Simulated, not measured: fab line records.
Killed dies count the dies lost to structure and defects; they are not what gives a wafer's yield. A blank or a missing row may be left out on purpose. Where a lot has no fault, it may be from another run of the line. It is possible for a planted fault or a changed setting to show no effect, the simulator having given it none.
Chamber matching	flow gf180mcu	3 sister chambers for GF_V3_CVD_02 on pecvd-01
The step deposits SiO2 from TEOS, target thk 850 nm, time 94.851 s. 3 wafers are shown with their chamber, then 8 later ones without.

== WAFERS, EACH WITH ITS CHAMBER ==
wafer	chamber	heater_power_w (W)
L087.1	0	595
L087.6	1	930
L090.3	2	583

== WAFERS WHOSE CHAMBER IS MISSING ==
wafer	heater_power_w (W)
L090.5	584
L090.6	862
L092.1	854
L092.2	553
L092.5	892
L096.1	849
L096.3	648
L096.4	672

== THE CHAMBER EACH PASSED THROUGH ==
wafer	from the rows above	in truth
L090.5	can't be placed: 2 or 0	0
L090.6	1	1
L092.1	1	1
L092.2	can't be placed: 2 or 0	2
L092.5	1	1
L096.1	1	1
L096.3	can't be placed: 0 or 2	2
L096.4	can't be placed: 0 or 2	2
Correct placement for 4 of the 8. Not placeable from these rows: 4 (in 4, the candidates include the true chamber). Placed wrongly: 0.
How it was worked out, from the rows above alone: a wafer's distance from a chamber is the root of the sum, over the readings, of the square of ((its reading less the chamber's mean) divided by the reading's scatter). If the next closest chamber is less than 2 further off than the closest, the wafer can't be placed; otherwise it belongs to the closest. A chamber's mean is the mean of its shown wafers. The scatter (one wafer shown for each chamber): square how far every hidden wafer sits from the nearest shown wafer, average those squares and take the square root.
